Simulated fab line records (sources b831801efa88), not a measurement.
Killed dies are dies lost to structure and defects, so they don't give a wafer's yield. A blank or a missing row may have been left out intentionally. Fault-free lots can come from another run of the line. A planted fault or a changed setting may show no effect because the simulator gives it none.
Split-lot trial || flow sky130 || 18 wafers read from 5 lots, route of 708 steps

## ABOUT THE SPLIT
At SKY_CAPM_METAL_ETCH_13 (etches TiN in Cl2/BCl3, stops on SiO2, target depth 220 nm, time 62.9 s), the setting time-s was moved away from the recipe's 62.9 s on 9 of the 18 wafers read, by -12.7% to +13.1%. All remaining wafers had this setting at the recipe value.

Reading taken at the split's own step.

## THE READING
NOVOLAK_of_CAPM_COAT_07.thk-nm (the simulator's own value, which no gauge read), in nm, at SKY_CAPM_METAL_ETCH_13 (etches TiN in Cl2/BCl3, stops on SiO2, target depth 220 nm, time 62.9 s). The file does not state a usual value for it. The 9 wafers here that ran the recipe average 992.3 nm, standard deviation 6.4 nm.

{"wafer": "L074.1", "tool, chamber at the split": "rie-metal-01, 0", "time-s as run, s": 62.9, "against the recipe": "recipe", "NOVOLAK_of_CAPM_COAT_07.thk-nm, nm": 999.3, "against lot-mates on the recipe": "-"}
{"wafer": "L074.2", "tool, chamber at the split": "rie-metal-01, 1", "time-s as run, s": 54.89, "against the recipe": "-12.7%", "NOVOLAK_of_CAPM_COAT_07.thk-nm, nm": 1015, "against lot-mates on the recipe": "+15.6"}
{"wafer": "L074.3", "tool, chamber at the split": "rie-metal-01, 1", "time-s as run, s": 54.89, "against the recipe": "-12.7%", "NOVOLAK_of_CAPM_COAT_07.thk-nm, nm": 1015, "against lot-mates on the recipe": "+15.6"}
{"wafer": "L074.4", "tool, chamber at the split": "rie-metal-01, 0", "time-s as run, s": 54.89, "against the recipe": "-12.7%", "NOVOLAK_of_CAPM_COAT_07.thk-nm, nm": 1014, "against lot-mates on the recipe": "+14.6"}
{"wafer": "L074.6", "tool, chamber at the split": "rie-metal-01, 0", "time-s as run, s": 62.9, "against the recipe": "recipe", "NOVOLAK_of_CAPM_COAT_07.thk-nm, nm": 999.5, "against lot-mates on the recipe": "-"}
{"wafer": "L077.1", "tool, chamber at the split": "rie-metal-02, 0", "time-s as run, s": 67.57, "against the recipe": "+7.4%", "NOVOLAK_of_CAPM_COAT_07.thk-nm, nm": 977.5, "against lot-mates on the recipe": "no lot-mate on the recipe"}
{"wafer": "L077.6", "tool, chamber at the split": "rie-metal-02, 0", "time-s as run, s": 67.57, "against the recipe": "+7.4%", "NOVOLAK_of_CAPM_COAT_07.thk-nm, nm": 975.7, "against lot-mates on the recipe": "no lot-mate on the recipe"}
{"wafer": "L081.1", "tool, chamber at the split": "rie-metal-02, 1", "time-s as run, s": 71.16, "against the recipe": "+13.1%", "NOVOLAK_of_CAPM_COAT_07.thk-nm, nm": 972.4, "against lot-mates on the recipe": -14.6}
{"wafer": "L081.2", "tool, chamber at the split": "rie-metal-02, 0", "time-s as run, s": 62.9, "against the recipe": "recipe", "NOVOLAK_of_CAPM_COAT_07.thk-nm, nm": 987, "against lot-mates on the recipe": "-"}
{"wafer": "L081.3", "tool, chamber at the split": "rie-metal-02, 1", "time-s as run, s": 62.9, "against the recipe": "recipe", "NOVOLAK_of_CAPM_COAT_07.thk-nm, nm": 986.9, "against lot-mates on the recipe": "-"}
{"wafer": "L081.4", "tool, chamber at the split": "rie-metal-02, 0", "time-s as run, s": 71.16, "against the recipe": "+13.1%", "NOVOLAK_of_CAPM_COAT_07.thk-nm, nm": 970.2, "against lot-mates on the recipe": -16.8}
{"wafer": "L081.5", "tool, chamber at the split": "rie-metal-02, 1", "time-s as run, s": 71.16, "against the recipe": "+13.1%", "NOVOLAK_of_CAPM_COAT_07.thk-nm, nm": 971.9, "against lot-mates on the recipe": -15.1}
{"wafer": "L084.2", "tool, chamber at the split": "rie-metal-02, 0", "time-s as run, s": 62.9, "against the recipe": "recipe", "NOVOLAK_of_CAPM_COAT_07.thk-nm, nm": 981.6, "against lot-mates on the recipe": "-"}
{"wafer": "L084.4", "tool, chamber at the split": "rie-metal-02, 1", "time-s as run, s": 62.9, "against the recipe": "recipe", "NOVOLAK_of_CAPM_COAT_07.thk-nm, nm": 986.5, "against lot-mates on the recipe": "-"}
{"wafer": "L084.6", "tool, chamber at the split": "rie-metal-02, 1", "time-s as run, s": 67.28, "against the recipe": "+7.0%", "NOVOLAK_of_CAPM_COAT_07.thk-nm, nm": 972.5, "against lot-mates on the recipe": -11.5}
{"wafer": "L085.1", "tool, chamber at the split": "rie-metal-03, 1", "time-s as run, s": 62.9, "against the recipe": "recipe", "NOVOLAK_of_CAPM_COAT_07.thk-nm, nm": 996.6, "against lot-mates on the recipe": "-"}
{"wafer": "L085.3", "tool, chamber at the split": "rie-metal-03, 1", "time-s as run, s": 62.9, "against the recipe": "recipe", "NOVOLAK_of_CAPM_COAT_07.thk-nm, nm": 995, "against lot-mates on the recipe": "-"}
{"wafer": "L085.6", "tool, chamber at the split": "rie-metal-03, 0", "time-s as run, s": 62.9, "against the recipe": "recipe", "NOVOLAK_of_CAPM_COAT_07.thk-nm, nm": 998.1, "against lot-mates on the recipe": "-"}

THE FIT
A straight line over all 18 wafers: NOVOLAK_of_CAPM_COAT_07.thk-nm changes by -1.75 nm for each +1% of time-s; r = -0.94; the points scatter about the line by 5.3 nm.
The same after taking each lot's own level away (the mean of its wafers on the recipe; 16 wafers): -1.21 nm for each +1%; r = -0.99; scatter 1.5 nm.
That fit puts the effect of the largest move of time-s on the reading at 16 nm.
Measured against the standard deviation above, the lots' own levels, which go from 984.05 to 999.40 nm, span 2.4 times it.
Thus the slope moves with the lot-to-lot level: the two fits are different.
Check: with one of the wafers moved furthest among these (+13.1%) left out of the fit, the line predicts -16.4 nm for it against its lot-mates. Against them it came out at -14.6 nm.

## THE OTHER SPLITS THESE WAFERS WENT THROUGH
Note: prior to the reading, these wafers also went through further splits. Each is held against what the fit with the lots' levels taken away leaves over:
{"other split on the same wafers": "SKY_METAL3_SPUTTER_01 power-w", "wafers away from the commonest value": 6, "r with NOVOLAK_of_CAPM_COAT_07.thk-nm (lot level and that fit taken away)": -0.27}
{"other split on the same wafers": "SKY_CAPM_SPUTTER_02 power-w", "wafers away from the commonest value": 0, "r with NOVOLAK_of_CAPM_COAT_07.thk-nm (lot level and that fit taken away)": "-"}

## THE WHOLE CHAIN: every reading that the file lists as answering this split, in the file's order
{"step": "SKY_CAPM_METAL_ETCH_13", "what it does": "etches TiN in Cl2/BCl3, stops on SiO2, target depth 220 nm, time 62.9 s", "reading": "NOVOLAK_of_CAPM_COAT_07.thk-nm (the simulator's own value, which no gauge read)", "change (the file's fit)": "-1.21 nm for each +1% of the setting", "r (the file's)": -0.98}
{"step": "SKY_CAPM_STRIP_14", "what it does": "strips in O2/N2", "reading": "strip-time-to-endpoint-s", "change (the file's fit)": "withheld for each +1% of the setting", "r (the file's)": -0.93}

## FILE'S OWN FIT
NOVOLAK_of_CAPM_COAT_07.thk-nm changes by -1.21 nm for each +1% of time-s, r = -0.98.
